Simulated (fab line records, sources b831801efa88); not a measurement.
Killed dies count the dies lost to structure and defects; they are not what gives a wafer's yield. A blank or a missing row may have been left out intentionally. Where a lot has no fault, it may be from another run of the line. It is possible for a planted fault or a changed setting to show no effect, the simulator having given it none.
Problem report, 8D (eight disciplines) form, completed by code ; flow gf180mcu ; the parts of the form that need people (team, actions taken, sign-off) are left out

## 1. THE ISSUE
Mean of tubeCenterTempC at GF_DUAL_GATE_OXIDATION_15: 872.16 C across 6 wafers in 2 lots; on wafers with no fault it is 850.01 C (standard deviation 0.076). That is +99 or more standard deviations from the usual mean.
The step: stabilise 600 s, purge 300 s, target thk 7.098 nm.
The first sign was on wafer L775.3 at day 10 10:41, on furnace-01. The record has a number at this step for 36 wafers belonging to 12 lots. Rule for "out" (also "out of limits"): further than 4 standard deviations from the usual mean. All remaining wafers that have a number are taken as sound.

## 2. WHAT THIS IS AND IS NOT
question;is;is not
which readings at this step;tubeCenterTempC, spikeTcBottomC, spikeTcCentreC, spikeTcLowerC, spikeTcTopC, spikeTcUpperC, tube_center_temp_C_max;-
which lots;L775, L776;L768, L771, L772, L774, L784, L787, L788, L789, L790, L791
which wafers of those lots;all that have a number;-
read on which tools;furnace-01;furnace-02
when;from day 10 10:41;"up to then (12 sound wafers); but 18 sound wafers of L784, L787, L788, L789, L790, L791 came after"

## 3. SUSPECTS, AND WHAT RULES EACH OUT
Counting: a tool stays on the suspect list if, at a process step up to the reading, it processed all lots that are out and no sound lot following the first of them.
- furnace-01 at GF_DUAL_GATE_OXIDATION_15 (stabilise 600 s, purge 300 s, target thk 7.098 nm): ruled out as a lasting fault. After its first lot that is out, L775 (day 10 10:41), sound lots L788, L789, L790, L791 ran on it.
Left after counting: nothing in the record.

## 4. THE CAUSE (what the simulator had put in)
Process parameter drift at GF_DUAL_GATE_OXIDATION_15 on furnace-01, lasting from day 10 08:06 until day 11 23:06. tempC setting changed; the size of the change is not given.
Counting ruled it out, wrongly.

## 5. SEQUENCE OF EFFECTS, ordered by route
Rows list readings where the struck wafers' mean (over those with a number) sits beyond 3 standard deviations from the usual. Scope: only readings with a usual standard deviation given in the record; hours: median across lots of the time from each lot's start at the first step in this table that gives one to its start at this step; sigmas: change in usual standard deviations.
hours;step;reading;usual;on struck wafers;change;sigmas
0;GF_DUAL_GATE_OXIDATION_15;spikeTcBottomC;868.0 C;888.6;+20.6;+13
0;GF_DUAL_GATE_OXIDATION_15;spikeTcCentreC;850.5 C;871.7;+21.2;+19
0;GF_DUAL_GATE_OXIDATION_15;spikeTcLowerC;849.3 C;873.1;+23.8;+10
0;GF_DUAL_GATE_OXIDATION_15;spikeTcTopC;863.8 C;885.1;+21.4;+22
0;GF_DUAL_GATE_OXIDATION_15;spikeTcUpperC;850.2 C;871.9;+21.6;+22
0;GF_DUAL_GATE_OXIDATION_15;tubeCenterTempC;850.01 C;872.16;+22.15;+99 or more
0;GF_DUAL_GATE_OXIDATION_15;tube_center_temp_C_max;852.2;874.3;+22.1;+65
The process steps in it:
- GF_DUAL_GATE_OXIDATION_15: stabilise 600 s, purge 300 s, target thk 7.098 nm.
At these later measuring or inspecting steps, every struck wafer for which the step has a row has a number for every such reading, and none has moved that far: GF_POLY_GATE_THK_MEAS_17.

## 6. WHAT WOULD HAVE CAUGHT IT SOONER
In this record the first reading out of limits was taken at day 10 10:41, 3 hours after the fault began at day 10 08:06.
